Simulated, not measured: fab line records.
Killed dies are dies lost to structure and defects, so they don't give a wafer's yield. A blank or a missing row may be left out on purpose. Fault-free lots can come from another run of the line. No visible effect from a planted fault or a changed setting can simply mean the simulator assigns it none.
Chamber matching :: flow sky130 :: SKY_PASSIVATION_ETCH_11 on rie_diel-02: 4 sister chambers
The step etches the open film in CF4/O2, stops on AlCu, target depth 725 nm, time 161.1 s. 8 wafers are shown with their chamber, then 7 later ones without.

## WAFERS, EACH WITH ITS CHAMBER
wafer: L186.3
chamber: 2
drypump_motor_current_A (A): 5.8
oes_product_au (a.u.): 0.976

wafer: L195.1
chamber: 1
drypump_motor_current_A (A): 5.7
oes_product_au (a.u.): 0.972

wafer: L195.4
chamber: 3
drypump_motor_current_A (A): 5.7
oes_product_au (a.u.): 0.976

wafer: L196.3
chamber: 2
drypump_motor_current_A (A): 5.7
oes_product_au (a.u.): 0.971

wafer: L196.4
chamber: 0
drypump_motor_current_A (A): 5.1
oes_product_au (a.u.): 0.989

wafer: L196.6
chamber: 1
drypump_motor_current_A (A): 5.7
oes_product_au (a.u.): 0.972

wafer: L206.1
chamber: 0
drypump_motor_current_A (A): 5.1
oes_product_au (a.u.): 0.972

wafer: L206.2
chamber: 3
drypump_motor_current_A (A): 5.7
oes_product_au (a.u.): 0.972

## WAFERS WITH NO CHAMBER GIVEN
wafer: L206.3
drypump_motor_current_A (A): 5.8
oes_product_au (a.u.): 0.967

wafer: L207.3
drypump_motor_current_A (A): 5.8
oes_product_au (a.u.): 0.976

wafer: L207.4
drypump_motor_current_A (A): 5.7
oes_product_au (a.u.): 0.979

wafer: L207.5
drypump_motor_current_A (A): 5.1
oes_product_au (a.u.): 0.993

wafer: L208.2
drypump_motor_current_A (A): 5.2
oes_product_au (a.u.): 0.989

wafer: L208.4
drypump_motor_current_A (A): 5.8
oes_product_au (a.u.): 0.986

wafer: L208.6
drypump_motor_current_A (A): 5.7
oes_product_au (a.u.): 0.984

## THE CHAMBER EACH PASSED THROUGH
wafer: L206.3
from the rows above: can't be placed: 2 or 1 or 3
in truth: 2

wafer: L207.3
from the rows above: can't be placed: 2 or 3 or 1
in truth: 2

wafer: L207.4
from the rows above: can't be placed: 3 or 1 or 2
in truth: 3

wafer: L207.5
from the rows above: 0
in truth: 0

wafer: L208.2
from the rows above: 0
in truth: 0

wafer: L208.4
from the rows above: can't be placed: 2 or 3 or 1
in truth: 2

wafer: L208.6
from the rows above: can't be placed: 3 or 1 or 2
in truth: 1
Placed correctly: 2 of 7. From these rows, 5 cannot be placed; in 5 the true chamber is one of the candidates. Placed wrongly: 0.
How it was worked out, from the rows above alone: a wafer's distance from a chamber is the root of the sum, over the readings, of the square of ((its reading less the chamber's mean) divided by the reading's scatter). If the next closest chamber is less than 2 further off than the closest, the wafer can't be placed; otherwise it belongs to the closest. The mean given for a chamber averages the wafers shown for that chamber. The scatter: take each reading less its chamber's mean, square it, sum over the shown wafers, divide by the number of wafers less the number of chambers, and take the root.
